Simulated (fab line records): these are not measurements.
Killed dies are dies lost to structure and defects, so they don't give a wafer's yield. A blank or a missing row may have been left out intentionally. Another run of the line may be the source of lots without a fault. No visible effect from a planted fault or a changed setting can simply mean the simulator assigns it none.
fab line records ; flow sky130
record: lots: 13; wafers: 39; lastDay: 50
route steps=708 shown FIELD_ISO@24 NWELL@68 SONOS_ONO@172
lots with no fault: from the same line, run without faults
startH: the number of hours between the record's first day and the start of the first shown wafer of the lot ; waitH: hours since the lot's step before ; " the same as in the row above ; L1.1+2: one row covering several wafers at once ; - no value present, or no start provided ; * or withheld: withheld ; < > ~ a bound
route shown NAME@n: a module of which the file shows steps, and the number in the route of the first ; usual: mean/standard deviation taken from wafers without a fault ; same: alike in all rows ; chamber/n: place in a boat ; sites: each site's reading ; _std_site: how widely they spread, as a standard deviation ; _edge_site: mean of outer sites minus mean of inner sites ; radiusMm: how far each site lies from the wafer's centre ; mask NAME#n: copy n ; behind: the last tool/chamber to shape the wafer ; hold: the reason the lot was held/the length of the hold in hours/how it ended ; device: whichever transistor did not switch (one of n, p or np) ; end of line: at the end of the route, the tests of the same wafers ; where a step has no rows: the recipe by itself ; killed: dies lost to structure and defects at the first sort, not the wafer's yield ; map: per-die view of a wafer (x killed, . not killed, _ where there is no die)
set.NAME: the setting that was run; set.NAME@STEP: the one run at that earlier step ; model.NAME: the simulator's own value behind a step, which no gauge read
steps of the route over a sample of lots; a table a step, a row a wafer
services: when a tool's chamber went out of use (startH, in hours from the record's first day, below 0 if earlier), for how many hours, and the reason
== steps ==
step: SKY_FIELD_ISO_THK_MEAS_23
recipe: reads: SiO2_of_FIELD_ISO_OXIDATION_22
usual: FIELD_ISO_OXIDATION_01_THK: 10.06/0.2
lot.wafer;tool;chamber;startH;waitH;FIELD_ISO_OXIDATION_01_THK[nm]
L773.1;filmMetro-02;-;33.30;0.0;9.95
L773.3;filmMetro-02;-;33.30;0.0;9.97
L773.5;filmMetro-02;-;33.30;0.0;9.81
L774.1;filmMetro-01;-;38.19;0.0;9.85
L774.3;filmMetro-01;-;38.19;0.0;9.73
L774.4;filmMetro-01;-;38.19;0.0;9.94
L775.2;filmMetro-04;-;43.37;0.0;10.11
L775.3;filmMetro-04;-;43.37;0.0;10.13
L775.4;filmMetro-04;-;43.37;0.0;10.19
L776.2;filmMetro-01;-;46.26;0.0;10.17
L776.3;filmMetro-01;-;46.26;0.0;10.33
L776.5;filmMetro-01;-;46.26;0.0;10.09
L777.1;filmMetro-02;-;54.05;0.0;10.34
L777.5;filmMetro-02;-;54.05;0.0;10.31
L777.6;filmMetro-02;-;54.05;0.0;10.35
L778.3;filmMetro-04;-;59.49;0.0;9.74
L778.4;filmMetro-04;-;59.49;0.0;9.81
L778.5;filmMetro-04;-;59.49;0.0;9.90
L779.3;filmMetro-02;-;65.26;0.0;9.77
L779.4;filmMetro-02;-;65.26;0.0;9.73
L779.5;filmMetro-02;-;65.26;0.0;9.76
L780.1;filmMetro-01;-;69.21;0.0;10.50
L780.3;filmMetro-01;-;69.21;0.0;10.59
L780.5;filmMetro-01;-;69.21;0.0;10.34
L782.1;filmMetro-02;-;79.20;0.0;9.92
L782.3;filmMetro-02;-;79.20;0.0;9.95
L782.4;filmMetro-02;-;79.20;0.0;9.84
L783.1;filmMetro-02;-;83.47;0.0;9.98
L783.3;filmMetro-02;-;83.47;0.0;9.92
L783.4;filmMetro-02;-;83.47;0.0;9.91
L784.2;filmMetro-02;-;87.81;0.0;9.92
L784.3;filmMetro-02;-;87.81;0.0;10.08
L784.5;filmMetro-02;-;87.81;0.0;9.94
L789.2;filmMetro-01;-;114.72;0.0;10.41
L789.4;filmMetro-01;-;114.72;0.0;10.56
L789.6;filmMetro-01;-;114.72;0.0;10.34
L796.4;filmMetro-04;-;155.60;0.0;10.17
L796.5;filmMetro-04;-;155.60;0.0;10.13
L796.6;filmMetro-04;-;155.60;0.0;10.10
step: SKY_NWELL_TW_MEAS_15
usual: NWELL_TW: 1815/9
lot.wafer;tool;chamber;startH;waitH;NWELL_TW
L773.1;filmMetro-01;-;88.75;0.1;1809
L773.3;filmMetro-01;-;88.75;0.1;1815
L773.5;filmMetro-01;-;88.75;0.1;1820
L774.1;filmMetro-03;-;96.07;0.1;1817
L774.3;filmMetro-03;-;96.07;0.1;1829
L774.4;filmMetro-03;-;96.07;0.1;1832
L775.2;filmMetro-04;-;99.61;0.1;1814
L775.3;filmMetro-04;-;99.61;0.1;1817
L775.4;filmMetro-04;-;99.61;0.1;1804
L776.2;filmMetro-01;-;102.68;0.1;1805
L776.3;filmMetro-01;-;102.68;0.1;1807
L776.5;filmMetro-01;-;102.68;0.1;1819
L777.1;filmMetro-01;-;113.50;0.1;1809
L777.5;filmMetro-01;-;113.50;0.1;1815
L777.6;filmMetro-01;-;113.50;0.1;1811
L778.3;filmMetro-03;-;120.19;0.1;1831
L778.4;filmMetro-03;-;120.19;0.1;1824
L778.5;filmMetro-03;-;120.19;0.1;1820
L779.3;filmMetro-03;-;124.69;0.1;1817
L779.4;filmMetro-03;-;124.69;0.1;1829
L779.5;filmMetro-03;-;124.69;0.1;1828
L780.1;filmMetro-01;-;127.82;0.1;1816
L780.3;filmMetro-01;-;127.82;0.1;1802
L780.5;filmMetro-01;-;127.82;0.1;1807
L782.1;filmMetro-04;-;139.62;0.1;1825
L782.3;filmMetro-04;-;139.62;0.1;1816
L782.4;filmMetro-04;-;139.62;0.1;1824
L783.1;filmMetro-03;-;143.57;0.1;1817
L783.3;filmMetro-03;-;143.57;0.1;1823
L783.4;filmMetro-03;-;143.57;0.1;1828
L784.2;filmMetro-04;-;149.58;0.1;1824
L784.3;filmMetro-04;-;149.58;0.1;1829
L784.5;filmMetro-04;-;149.58;0.1;1816
L789.2;filmMetro-03;-;180.43;0.1;1811
L789.4;filmMetro-03;-;180.43;0.1;1810
L789.6;filmMetro-03;-;180.43;0.1;1824
L796.4;filmMetro-03;-;225.90;0.1;1817
L796.5;filmMetro-03;-;225.90;0.1;1813
L796.6;filmMetro-03;-;225.90;0.1;1817
step: SKY_SONOS_ONO_CVD_04
recipe: material: SiO2; precursor: SiH4/N2O; targetThkNm: 5.7199; tempC: 900; pressureMtorr: 400
usual: pressureMtorr: 400.0/0.78
lot.wafer;tool;chamber;startH;waitH;pressureMtorr
L773.1;lpcvd-03;1;256.01;0.1;400.3
L773.3;lpcvd-03;1;256.01;0.1;400.6
L773.5;lpcvd-03;1;256.01;0.1;400.9
L774.1;lpcvd-03;0;263.52;0.1;400.2
L774.3;lpcvd-03;0;263.52;0.1;400.4
L774.4;lpcvd-03;0;263.52;0.1;399.8
L775.2;lpcvd-03;0;267.09;0.0;398.1
L775.3;lpcvd-03;0;267.09;0.0;399.1
L775.4;lpcvd-03;0;267.09;0.0;398.9
L776.2;lpcvd-03;1;276.84;0.0;400.5
L776.3;lpcvd-03;1;276.84;0.0;399.5
L776.5;lpcvd-03;1;276.84;0.0;398.8
L777.1;lpcvd-03;0;286.95;0.1;398.5
L777.5;lpcvd-03;0;286.95;0.1;399.1
L777.6;lpcvd-03;0;286.95;0.1;400.0
L778.3;lpcvd-03;0;296.84;1.3;400.2
L778.4;lpcvd-03;0;296.84;1.3;398.9
L778.5;lpcvd-03;0;296.84;1.3;399.7
L779.3;lpcvd-03;0;304.80;0.0;400.1
L779.4;lpcvd-03;0;304.80;0.0;400.8
L779.5;lpcvd-03;0;304.80;0.0;399.7
L780.1;lpcvd-03;0;306.84;0.1;399.5
L780.3;lpcvd-03;0;306.84;0.1;397.9
L780.5;lpcvd-03;0;306.84;0.1;399.6
L782.1;lpcvd-03;1;324.80;0.1;401.2
L782.3;lpcvd-03;1;324.80;0.1;401.2
L782.4;lpcvd-03;1;324.80;0.1;400.6
L783.1;lpcvd-03;0;331.56;0.1;399.5
L783.3;lpcvd-03;0;331.56;0.1;400.2
L783.4;lpcvd-03;0;331.56;0.1;400.3
L784.2;lpcvd-03;0;343.96;0.0;398.5
L784.3;lpcvd-03;0;343.96;0.0;398.8
L784.5;lpcvd-03;0;343.96;0.0;398.1
L789.2;lpcvd-03;1;380.70;0.0;480.2
L789.4;lpcvd-03;1;380.70;0.0;480.2
L789.6;lpcvd-03;1;380.70;0.0;479.9
L796.4;lpcvd-03;1;446.74;0.0;400.4
L796.5;lpcvd-03;1;446.74;0.0;399.7
L796.6;lpcvd-03;1;446.74;0.0;399.7
step: SKY_SONOS_ONO_THK_MEAS_05
recipe: reads: SiO2_of_SONOS_ONO_CVD_04
usual: SONOS_ONO_CVD_04_THK: 5.74/0.13
lot.wafer;tool;chamber;startH;waitH;SONOS_ONO_CVD_04_THK[nm]
L773.1;filmMetro-04;-;257.26;0.0;5.91
L773.3;filmMetro-04;-;257.26;0.0;5.89
L773.5;filmMetro-04;-;257.26;0.0;5.78
L774.1;filmMetro-02;-;264.77;0.0;5.61
L774.3;filmMetro-02;-;264.77;0.0;5.64
L774.4;filmMetro-02;-;264.77;0.0;5.64
L775.2;filmMetro-04;-;268.35;0.0;5.87
L775.3;filmMetro-04;-;268.35;0.0;5.86
L775.4;filmMetro-04;-;268.35;0.0;5.92
L776.2;filmMetro-02;-;278.10;0.0;5.58
L776.3;filmMetro-02;-;278.10;0.0;5.60
L776.5;filmMetro-02;-;278.10;0.0;5.53
L777.1;filmMetro-02;-;288.20;0.0;5.79
L777.5;filmMetro-02;-;288.20;0.0;5.71
L777.6;filmMetro-02;-;288.20;0.0;5.90
L778.3;filmMetro-02;-;298.11;0.0;5.95
L778.4;filmMetro-02;-;298.11;0.0;5.92
L778.5;filmMetro-02;-;298.11;0.0;5.93
L779.3;filmMetro-01;-;306.07;0.0;5.78
L779.4;filmMetro-01;-;306.07;0.0;5.80
L779.5;filmMetro-01;-;306.07;0.0;5.84
L780.1;filmMetro-01;-;308.09;0.0;5.93
L780.3;filmMetro-01;-;308.09;0.0;5.77
L780.5;filmMetro-01;-;308.09;0.0;5.88
L782.1;filmMetro-01;-;326.05;0.0;5.64
L782.3;filmMetro-01;-;326.05;0.0;5.58
L782.4;filmMetro-01;-;326.05;0.0;5.64
L783.1;filmMetro-04;-;332.81;0.0;5.78
L783.3;filmMetro-04;-;332.81;0.0;5.72
L783.4;filmMetro-04;-;332.81;0.0;5.85
L784.2;filmMetro-02;-;345.22;0.0;5.71
L784.3;filmMetro-02;-;345.22;0.0;5.65
L784.5;filmMetro-02;-;345.22;0.0;5.68
L789.2;filmMetro-02;-;381.96;0.0;6.24
L789.4;filmMetro-02;-;381.96;0.0;6.36
L789.6;filmMetro-02;-;381.96;0.0;6.34
L796.4;filmMetro-01;-;448.02;0.0;5.84
L796.5;filmMetro-01;-;448.02;0.0;5.69
L796.6;filmMetro-01;-;448.02;0.0;5.78
step: SKY_SONOS_ONO_OVL_MEAS_14
usual: SONOS_ONO_OVL: -0.5/1.4
lot.wafer;tool;chamber;startH;waitH;SONOS_ONO_OVL[nm]
L773.1;overlay-01;-;280.56;0.1;0.3
L773.3;overlay-01;-;280.56;0.1;-0.3
L773.5;overlay-01;-;280.56;0.1;0.1
L774.1;overlay-01;-;289.21;0.1;0.3
L774.3;overlay-01;-;289.21;0.1;2.0
L774.4;overlay-01;-;289.21;0.1;-1.8
L775.2;overlay-01;-;292.81;0.1;1.5
L775.3;overlay-01;-;292.81;0.1;1.7
L775.4;overlay-01;-;292.81;0.1;0.9
L776.2;overlay-02;-;303.21;0.1;0.1
L776.3;overlay-02;-;303.21;0.1;0.2
L776.5;overlay-02;-;303.21;0.1;-0.6
L777.1;overlay-02;-;313.81;0.1;-0.5
L777.5;overlay-02;-;313.81;0.1;0.9
L777.6;overlay-02;-;313.81;0.1;-0.1
L778.3;overlay-01;-;324.42;0.1;-1.6
L778.4;overlay-01;-;324.42;0.1;-1.4
L778.5;overlay-01;-;324.42;0.1;-1.6
L779.3;overlay-02;-;331.62;0.1;-0.6
L779.4;overlay-02;-;331.62;0.1;-0.5
L779.5;overlay-02;-;331.62;0.1;0.2
L780.1;overlay-01;-;334.55;0.1;1.2
L780.3;overlay-01;-;334.55;0.1;0.2
L780.5;overlay-01;-;334.55;0.1;0.6
L782.1;overlay-02;-;353.46;0.1;0.4
L782.3;overlay-02;-;353.46;0.1;-2.2
L782.4;overlay-02;-;353.46;0.1;0.0
L783.1;overlay-02;-;360.46;0.1;-0.1
L783.3;overlay-02;-;360.46;0.1;2.8
L783.4;overlay-02;-;360.46;0.1;1.6
L784.2;overlay-02;-;372.91;0.1;0.2
L784.3;overlay-02;-;372.91;0.1;-1.4
L784.5;overlay-02;-;372.91;0.1;0.4
L789.2;overlay-02;-;410.76;0.1;0.2
L789.4;overlay-02;-;410.76;0.1;-1.3
L789.6;overlay-02;-;410.76;0.1;-2.2
L796.4;overlay-01;-;479.08;0.1;-1.3
L796.5;overlay-01;-;479.08;0.1;-0.1
L796.6;overlay-01;-;479.08;0.1;-2.1
== services ==
tool;chamber;startH;hours;kind
lpcvd-03;-;290.84;6.0;pm
== key ==
firstSign: step: SKY_SONOS_ONO_CVD_04; reading: pressureMtorr; direction: up; sigmas: 99+; usual: 400.0; struck: 480.1
effect: step: SKY_SONOS_ONO_THK_MEAS_05; reading: SONOS_ONO_CVD_04_THK; direction: up; sigmas: 4.4; usual: 5.74; struck: 6.32
metAt SKY_SONOS_ONO_CVD_04
struckLots L789
struckWafers L789.2,L789.4,L789.6
testerLeftOut L789
notActingAt SKY_FIELD_ISO_THK_MEAS_23,SKY_NWELL_TW_MEAS_15,SKY_SONOS_ONO_OVL_MEAS_14
onsetBetween 324.80 380.70
fault: kind: processParameterDrift; tool: lpcvd-03; chamber: 1; onsetH: 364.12; steps: SKY_SONOS_ONO_CVD_04; channel: pressureMtorr; offset: 80; shape: step; endH: 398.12; stated: 400
testerLeftOut: of these lots the tester's yield and bins aren't shown, on N5 and GAA mostly nor the transistor test; their killed dies are dies lost to structure and defects alone, not to doping, threshold or leakage, so they don't give the yield
